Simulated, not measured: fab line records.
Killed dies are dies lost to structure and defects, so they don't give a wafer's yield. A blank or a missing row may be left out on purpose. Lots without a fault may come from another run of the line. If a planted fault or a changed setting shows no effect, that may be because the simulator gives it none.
A struck lot beside a sound one || flow sfqLine || 42 steps out of a route of 325
Sound: these wafers, L227.3, L227.4, L227.5. Struck: wafers L242.2, L242.6. (L242.5 of the same lot was not struck and is left out.) The cause comes at the end.
At each step with rows: each side's tool, then ch and its chambers, then its first start. Under that, the readings that differ: sound wafers || struck wafers || difference of the means || sigmas: that difference in standard deviations of wafers without a fault.
alike: readings whose means differ by less than 2 such deviations, and words and numbers that are the same on both sides. not compared: withheld readings, readings that some wafer has no value for, bounds like >300 that may hide the same value, and numbers for which the record gives no deviation and whose values overlap.
Wherever a step has rows on one side only, a row that says differs or no value, or a row with sigmas, the two part there. When numbers do not overlap yet have no deviation, they are printed without sigmas and do not part them. A reading missing from all wafers of one side parts the sides only when that side holds two or more wafers.

first, 6 steps without rows for these wafers: SFQ_TRILAYER_I0_VIA_LITHO_COAT_036 (resist thk 62 nm); SFQ_TRILAYER_I0_VIA_LITHO_COAT_031 (resist thk 650 nm); SFQ_TRILAYER_I0_VIA_LITHO_SOFTBAKE_035; SFQ_TRILAYER_I0_VIA_LITHO_EXPOSE_032 (exposes mask I0, target cd 500 nm); SFQ_TRILAYER_I0_VIA_LITHO_PEB_034 (peb time 60 s); SFQ_TRILAYER_I0_VIA_LITHO_DEVELOP_033 (time 60 s).
SFQ_I0_OVL_MEAS_908:
  sound on overlay-01 at day 10 05:56; struck on overlay-02 at day 15 01:28
  alike: I0_OVL
SFQ_TRILAYER_I0_VIA_BARC_OPEN_VIA_ETCH_046: etches BARC in O2, target depth 125 nm, time 41.7 s.
  sound on rieDiel-02 ch 1,2,3, day 10 05:58; struck on rieDiel-03 ch 0, day 15 01:30
  alike: drypumpMotorCurrentA, oesProductAu, rfFwdPowerW
  not compared: rfHoursCounterH
then, 4 steps without rows for these wafers: SFQ_TRILAYER_I0_VIA_ETCH_VIA_ETCH_034 (etches SiO2 in CHF3, stops on Nb, target depth 260 nm); SFQ_TRILAYER_I0_VIA_STRIP_STRIP_035 (strips in O2); SFQ_TRILAYER_I0_VIA_STRIP_SOLV_CLEAN_036 (cleans in NMP, time 600 s); SFQ_TRILAYER_M1_DEP_PRE_CLEAN_038 (time 22.5 s).
SFQ_TRILAYER_M1_DEP_SPUTTER_037: material Nb, target thk 200 nm, time 133.3 s.
  sound on pvdSputter-03 at day 10 06:55; struck on pvdSputter-03 at day 15 02:38
{"reading": "model.Nb_of_TRILAYER_M1_DEP_SPUTTER_037.thkNm (nm)", "sound": "196.8 200.3 197.1", "struck": "145.8 144.2", "difference": -53.1, "sigmas": ""}
  alike: basePressurePa, resputterCathodeVoltageV, throttleValvePct
SFQ_M1_RS_MEAS_909: the measuring method here is four-point-probe.
  sound on filmMetro-04 at day 10 07:04; struck on filmMetro-01 at day 15 02:44
{"reading": "M1_NB_RS (ohm/sq)", "sound": "0.904 0.888 0.902", "struck": "1.225 1.238", "difference": "+0.334", "sigmas": "+33"}
then, 6 steps without rows for these wafers: SFQ_TRILAYER_M1_LITHO_COAT_044 (resist thk 62 nm); SFQ_TRILAYER_M1_LITHO_COAT_039 (resist thk 600 nm); SFQ_TRILAYER_M1_LITHO_SOFTBAKE_043; SFQ_TRILAYER_M1_LITHO_EXPOSE_040 (exposes mask M1, target cd 500 nm); SFQ_TRILAYER_M1_LITHO_PEB_042 (peb time 60 s); SFQ_TRILAYER_M1_LITHO_DEVELOP_041 (time 60 s).
SFQ_M1_OVL_MEAS_911:
  sound on overlay-02 at day 11 09:31; struck on overlay-01 at day 15 16:55
  alike: M1_OVL
SFQ_TRILAYER_M1_BARC_OPEN_METAL_ETCH_054: etches BARC in O2, target depth 125 nm, time 41.7 s.
  sound on rieMetal-02 ch 0,1, day 11 09:33; struck on rieMetal-04 ch 0,1, day 15 16:56
  alike: drypumpMotorCurrentA, oesProductAu, rfFwdPowerW
  not compared: rfHoursCounterH
SFQ_TRILAYER_M1_ETCH_METAL_ETCH_042: etches Nb in Cl2/Ar, stops on SiO2, target depth 240 nm, time 120 s.
  sound on rieMetal-02 ch 0,1, day 11 09:38; struck on rieMetal-04 ch 0,1, day 15 17:00
{"reading": "oesProductAu (a.u.)", "sound": "0.880 0.903 0.885", "struck": "0.751 0.751", "difference": -0.138, "sigmas": -21}
  alike: drypumpMotorCurrentA, rfFwdPowerW
  not compared: rfHoursCounterH
then, 4 steps without rows for these wafers: SFQ_TRILAYER_M1_STRIP_STRIP_043 (strips in O2); SFQ_TRILAYER_M1_STRIP_SOLV_CLEAN_044 (cleans in NMP, time 600 s); SFQ_TRILAYER_I1_DEP_PECVD_045 (deposits SiO2 from SiH4/N2O, time 111.11 s, target thk 500 nm); SFQ_TRILAYER_I1_CMP_CMP_046 (polishes SiO2).
SFQ_I1_BOW_MEAS_912:
  sound on filmMetro-02 at day 11 15:38; struck on filmMetro-03 at day 15 22:36
  alike: I1_BOW
SFQ_TRILAYER_I1_METRO_MEASURE_047:
  sound on filmMetro-02 at day 11 16:07; struck on filmMetro-03 at day 15 22:54
  alike: thkNm
then, 6 steps without rows for these wafers: SFQ_TRILAYER_I1_VIA_LITHO_COAT_054 (resist thk 62 nm); SFQ_TRILAYER_I1_VIA_LITHO_COAT_049 (resist thk 650 nm); SFQ_TRILAYER_I1_VIA_LITHO_SOFTBAKE_053; SFQ_TRILAYER_I1_VIA_LITHO_EXPOSE_050 (exposes mask I1, target cd 500 nm); SFQ_TRILAYER_I1_VIA_LITHO_PEB_052 (peb time 60 s); SFQ_TRILAYER_I1_VIA_LITHO_DEVELOP_051 (time 60 s).
-- the record jumps here: 6 days lie between the struck wafers' starts before and after --
SFQ_I1_OVL_MEAS_913:
  sound on overlay-01 at day 16 21:49; struck on overlay-01 at day 22 08:49
{"reading": "I1_OVL (nm)", "sound": "4 3 13", "struck": "-16 -8", "difference": -19, "sigmas": -3}
SFQ_TRILAYER_I1_VIA_BARC_OPEN_VIA_ETCH_071: etches BARC in O2, target depth 125 nm, time 41.7 s.
  sound on rieDiel-03 ch 0,2, day 16 21:50; struck on rieDiel-01 ch 1,2, day 22 08:50
  alike: drypumpMotorCurrentA, oesProductAu, rfFwdPowerW
  not compared: rfHoursCounterH
then, 1 step without rows for these wafers: SFQ_TRILAYER_I1_VIA_ETCH_VIA_ETCH_052 (etches SiO2 in CHF3, stops on Nb, target depth 260 nm).
SFQ_TRILAYER_I1_VIA_STRIP_STRIP_053: strips in O2.
  sound on rieMetal-01 ch 0,1, day 16 22:12; struck on rieMetal-03 ch 0, day 22 09:11
  alike: drypumpMotorCurrentA, oesProductAu, platenTempC
  not compared: rfHoursCounterH
then, 2 steps without rows for these wafers: SFQ_TRILAYER_I1_VIA_STRIP_SOLV_CLEAN_054 (cleans in NMP, time 600 s); SFQ_TRILAYER_M2_DEP_PRE_CLEAN_056 (time 22.5 s).
-- the record jumps here: 68 days lie between the struck wafers' starts before and after --
SFQ_M8_BOW_MEAS_951:
  sound on filmMetro-02 at day 83 04:26; struck on filmMetro-02 at day 90 02:53
{"reading": "model.etest.m1.ohmUm", "sound": "1.81 1.773 1.802", "struck": "2.432 2.471", "difference": "+0.657", "sigmas": ""}
{"reading": "model.etest.i0.linkOhm", "sound": "1.976 1.967 1.964", "struck": "2.36 2.389", "difference": "+0.41", "sigmas": ""}
{"reading": "model.etest.m1.ohmSq", "sound": "0.904 0.8881 0.9023", "struck": "1.22 1.233", "difference": "+0.33", "sigmas": ""}
{"reading": "model.etest.i1.linkOhm", "sound": "1.989 1.966 1.973", "struck": "2.292 2.306", "difference": "+0.323", "sigmas": ""}
  alike: M8_BOW

WHERE THEY PART
Last at SFQ_I1_OVL_MEAS_913 as far as this record goes, first at SFQ_M1_RS_MEAS_909. Later steps at which nothing parts them and some readings are alike: SFQ_TRILAYER_I1_VIA_BARC_OPEN_VIA_ETCH_071, SFQ_TRILAYER_I1_VIA_STRIP_STRIP_053, SFQ_M8_BOW_MEAS_951.

WHY: what had been put in by the simulator
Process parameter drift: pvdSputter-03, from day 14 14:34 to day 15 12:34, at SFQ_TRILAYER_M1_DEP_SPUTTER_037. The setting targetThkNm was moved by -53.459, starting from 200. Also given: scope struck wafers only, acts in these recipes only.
